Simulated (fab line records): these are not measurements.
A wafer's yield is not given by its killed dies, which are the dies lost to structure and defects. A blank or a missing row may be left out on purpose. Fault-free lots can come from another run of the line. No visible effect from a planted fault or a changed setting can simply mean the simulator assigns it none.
A lot that was struck, set against a sound lot || flow sky130 || 25 out of 708 route steps
Sound: these wafers, L886.2, L886.3, L886.5. The struck wafers were L890.1, L890.2, L890.3. The cause is named last.
Per side, at each step with rows, come the tool, then ch with its chambers, and then its first start. Under that, the readings that differ: sound wafers || struck wafers || difference of the means || sigmas: that difference in standard deviations of wafers without a fault.
alike: readings whose means differ by less than 2 such deviations, and words and numbers that are the same on both sides. not compared: withheld readings, readings that some wafer has no value for, bounds like >300 that may hide the same value, and numbers for which the record gives no deviation and whose values overlap.
Wherever a step has rows on one side only, a row that says differs or no value, or a row with sigmas, the two part there. When numbers do not overlap yet have no deviation, they are printed without sigmas and do not part them. Lack of a reading on every wafer of one side parts them only where that side has two or more wafers.

first, 7 steps without rows for these wafers: SKY_FIELD_ISO_HMDS_06 (prime time 60 s); SKY_FIELD_ISO_COAT_07 (resist thk 60 nm); SKY_FIELD_ISO_COAT_08 (resist thk 450 nm); SKY_FIELD_ISO_SOFTBAKE_09 (time 90 s); SKY_FIELD_ISO_EXPOSE_10 (exposes mask FOM, target cd 150 nm); SKY_FIELD_ISO_PEB_11; SKY_FIELD_ISO_DEVELOP_12 (develop time 60 s).
SKY_FIELD_ISO_CD_MEAS_13: target cd 150 nm.
  struck on cd-sem-02, day 3 16:44; sound on cd-sem-01, day 2 23:31
  alike: cd-nm
SKY_FIELD_ISO_ETCH_14: etches BARC in N2/H2, stops on SiO2, time 45.9 s, target depth 60 nm.
  sound on rie-diel-04 ch 1,2,3, day 2 23:37; struck on rie-diel-03 ch 0,2,3, day 3 16:51
  alike: bias-w, drypump-motor-current-A, oes-product-au, run-length-s, throttle-valve-pct
  not compared: rf-hours-counter-h
SKY_FIELD_ISO_ETCH_15: etches the open film in CHF3/O2, stops on Si, target depth 180 nm, time 72 s.
  sound on rie-diel-04 ch 1,2,3, day 2 23:39; struck on rie-diel-03 ch 0,2,3, day 3 16:53
  alike: bias-w, chf3-flow-sccm, drypump-motor-current-A, oes-product-au, run-length-s, throttle-valve-pct
  not compared: rf-hours-counter-h
SKY_FIELD_ISO_STRIP_16: strips in O2/N2.
  sound on plasma-asher-01 ch 0,1, day 2 23:43; struck on plasma-asher-04 ch 0,1, day 3 16:57
  alike: drypump-motor-current-A, oes-product-au, strip-time-to-endpoint-s
  not compared: rf-hours-counter-h
SKY_FIELD_ISO_ETCH_17: etches Si in HBr/Cl2/O2, target depth 342 nm, time 97.7 s.
  sound on rie-si-01 ch 1,2, day 2 23:49; struck on rie-si-01 ch 0,2,3, day 3 17:03
{"reading": "bias-w (W)", "sound": "149.4 149.3 148.9", "struck": "149.7 150.1 150.6", "difference": "+0.9", "sigmas": "+2"}
  alike: drypump-motor-current-A, oes-product-au, run-length-s, throttle-valve-pct
  not compared: rf-hours-counter-h
SKY_FIELD_ISO_WET_ETCH_18: etches Si3N4 in H3PO4, target depth 25 nm, time 286 s.
  sound on wet-bench-03 ch 3, day 2 23:53; struck on wet-bench-03 ch 2, day 3 17:07
{"reading": "bath-heat-duty-pct (%)", "sound": "27.9 27.9 28.6", "struck": "23.1 21.2 20.8", "difference": -6.4, "sigmas": -2}
{"reading": "run-length-s (s)", "sound": "320 320 320", "struck": "451 451 451", "difference": "+131", "sigmas": "+34"}
{"reading": "model.Si3N4_of_FIELD_ISO_CVD_03.thk-nm (nm)", "sound": "123.8 125 124", "struck": "111.6 111.2 111.6", "difference": -12.8, "sigmas": ""}
then, 4 steps without rows for these wafers: SKY_FIELD_ISO_CLEAN_19 (cleans in SC1/SC2, time 150 s); SKY_FIELD_ISO_CLEAN_20 (cleans in dHF, time 20 s); SKY_FIELD_ISO_WET_ETCH_21 (etches SiO2 in dHF, target depth 20 nm, time 400 s); SKY_FIELD_ISO_OXIDATION_22 (stabilise 600 s, purge 300 s, target thk 10 nm).
SKY_FIELD_ISO_THK_MEAS_23:
  struck on film-metro-04, day 3 20:50; sound on film-metro-02, day 3 01:35
  alike: FIELD_ISO_OXIDATION_01_THK
then, 1 step without rows for these wafers: SKY_FIELD_ISO_CVD_24 (deposits SiO2, target thk 595 nm, time 99.2 s).
SKY_FIELD_ISO_THK_MEAS_25:
  struck on film-metro-04, day 3 21:02; sound on film-metro-04, day 3 01:43
  alike: FIELD_ISO_CVD_24_THK
then, 1 step without rows for these wafers: SKY_FIELD_ISO_ANNEAL_26 (time 1800 s).
SKY_FIELD_ISO_CMP_27: polishes, stops on Si3N4, t overpolish 16 s, target thk 457.8 nm.
  sound on cmp-01 ch 0,2,3, day 3 03:34; struck on cmp-02 ch 1,2,3, day 4 01:11
{"reading": "motor-current-A (A)", "sound": "11.4 11.2 11.5", "struck": "12.2 15.0 14.5", "difference": "+2.5", "sigmas": "+2"}
  alike: head-pressure-psi
SKY_FIELD_ISO_WET_ETCH_28: etches SiO2 in dHF, target depth 23.7 nm, time 47 s.
  sound on wet-bench-02 ch 2, day 3 03:52; struck on wet-bench-03 ch 0, day 4 01:29
{"reading": "model.Si3N4_of_FIELD_ISO_CVD_03.thk-nm (nm)", "sound": "117.9 119.1 118.1", "struck": "105.7 105.3 105.7", "difference": -12.8, "sigmas": ""}
  alike: bath-heat-duty-pct, run-length-s
then, 1 step without rows for these wafers: SKY_FIELD_ISO_WET_ETCH_29 (etches Si3N4 in H3PO4, target depth 160 nm, time 1825 s).
-- a jump in the record: the struck wafers' starts before and after are 43 days apart (it breaks off in module FIELD_ISO and resumes in module PAD_OPEN, where the first step shown is number 708 of the route) --
SKY_PAD_OPEN_PROBE_99:
  struck on prober-02, day 47 11:58; sound on prober-01, day 46 13:02
{"reading": "model.etest.pfet_16v.r-on-ohm-um", "sound": "1.482e+04 1.508e+04 1.51e+04", "struck": "1.474e+04 1.469e+04 1.468e+04", "difference": -2.967e+02, "sigmas": ""}
{"reading": "model.etest.cap-li-to-poly.c-af-um2", "sound": "100.5 99.43 99.46", "struck": "99.03 95.44 95.02", "difference": -3.30, "sigmas": ""}
{"reading": "model.etest.sram-nfet-pass.off-log10-a-um", "sound": "-12.5 -12.56 -12.81", "struck": "-13.04 -13.09 -13.04", "difference": -0.43, "sigmas": ""}
  alike: killed_at_M0_to_M3, killed_at_M4_up, killed-at-contacts, killed-at-front-end, killed-at-other, killed-dies, killed-open, killed-short
  not compared: model.etest.cap-poly-to-well.c-af-um2, model.etest.field-p.vt-v, model.etest.field-n.vt-v

WHERE THEY PART
At SKY_FIELD_ISO_ETCH_17 first; at SKY_FIELD_ISO_CMP_27 last (within this record only). Later steps at which nothing parts them and some readings are alike: SKY_FIELD_ISO_WET_ETCH_28, SKY_PAD_OPEN_PROBE_99.

WHY: what had been put in by the simulator
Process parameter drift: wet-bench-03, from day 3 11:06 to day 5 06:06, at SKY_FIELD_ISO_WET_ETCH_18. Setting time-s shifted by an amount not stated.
